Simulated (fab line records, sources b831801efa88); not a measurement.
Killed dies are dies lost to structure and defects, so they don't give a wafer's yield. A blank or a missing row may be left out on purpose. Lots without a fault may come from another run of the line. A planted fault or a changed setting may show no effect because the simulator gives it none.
Problem report in the 8D (eight disciplines) form, filled by code | flow gf180mcu | the parts of the form that need people (team, actions taken, sign-off) are left out

1. THE PROBLEM
V4_W_RS at GF_V4_RS_MEAS_24 reads a mean of 0.372 ohm/sq on 5 wafers of 3 lots; wafers without a fault read 0.329 ohm/sq with a standard deviation of 0.0045. That is +9.5 standard deviations from the usual mean.
The step: measures by four-point-probe.
First seen on wafer L875.2, day 29 14:24, on film_metro-04. The record holds 34 wafers of 12 lots with a number at this step. Rule for "out", or "out of limits": more than 4 standard deviations from the usual mean. The other wafers with a number count as sound.

2. WHAT IT IS AND WHAT IT IS NOT
question                    | is                                          | is not
which readings at this step | V4_W_RS                                     | -
which lots                  | L875, L876, L877                            | L862, L864, L865, L866, L867, L869, L870, L881, L883
which wafers of those lots  | L875.2, L875.3, L876.3, L877.2, L877.3      | L876.1, L876.5
read on which gauges        | film_metro-01, film_metro-02, film_metro-04 | -
when                        | from day 29 14:24                           | up to then (21 sound wafers); but 8 sound wafers of L876, L881, L883 came after

3. SUSPECTS, AND WHAT RULES EACH OUT
Counting: a tool at a process step up to the reading stays a suspect if it ran every lot that is out. Sound lots after the first of them don't rule it out here, since some wafers of a struck lot are sound.
- the gauge at GF_V4_RS_MEAS_24: ruled out. The wafers that are out were read on 3 gauges (film_metro-01, film_metro-02, film_metro-04).
- cvd_w-02 at GF_V4_CVD_23 (deposits W, target thk 350 nm, time 104.9 s): kept. It ran every lot that is out, first L875 (day 29 14:16); its last sound lot up to then is L870 (day 27 23:25).
Left after counting: cvd_w-02 at GF_V4_CVD_23.

4. THE CAUSE (what the simulator had put in)
Process parameter drift: cvd_w-02, from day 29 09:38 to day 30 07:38, at GF_V4_CVD_23. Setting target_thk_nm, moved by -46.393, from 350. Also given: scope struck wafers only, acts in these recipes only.
Counting left only this tool.

5. THE CHAIN OF EFFECTS, in route order
Each row: a reading whose mean over the struck wafers that have a number lies more than 3 standard deviations from the usual. Only readings for which the record gives a usual standard deviation are gone through. hours: the time from each lot's start at the first step in this table that gives one to its start at this step, as a median over the lots. sigmas: the change in usual standard deviations.
hours | step              | reading            | usual        | on struck wafers | change | sigmas
0     | GF_V4_RS_MEAS_24  | V4_W_RS            | 0.329 ohm/sq | 0.372            | +0.043 | +9.5
0     | GF_V4_THK_MEAS_25 | V4_W_THK           | 356 nm       | 313              | -43    | -6.8
0     | GF_V4_CMP_26      | time_to_endpoint_s | 85 s         | 73               | -12    | -3.7
The process steps in it:
- GF_V4_CMP_26: polishes, stops on SiO2, t overpolish 15 s, target thk 0 nm.

6. WHAT WOULD HAVE CAUGHT IT SOONER
In this record the first reading out of limits at a measuring or inspecting step was taken at day 29 14:24, 5 hours after the fault began at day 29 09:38.
Of the tool readings at GF_V4_CVD_23 for which the record gives a usual standard deviation, none was out on any struck wafer, so an alarm limit of 4 standard deviations on them would not have fired.
Of the lots that are out (3), L876, L877 began GF_V4_CVD_23 on cvd_w-02 after day 29 14:24. A hold on the tool at that time would have spared those 2.
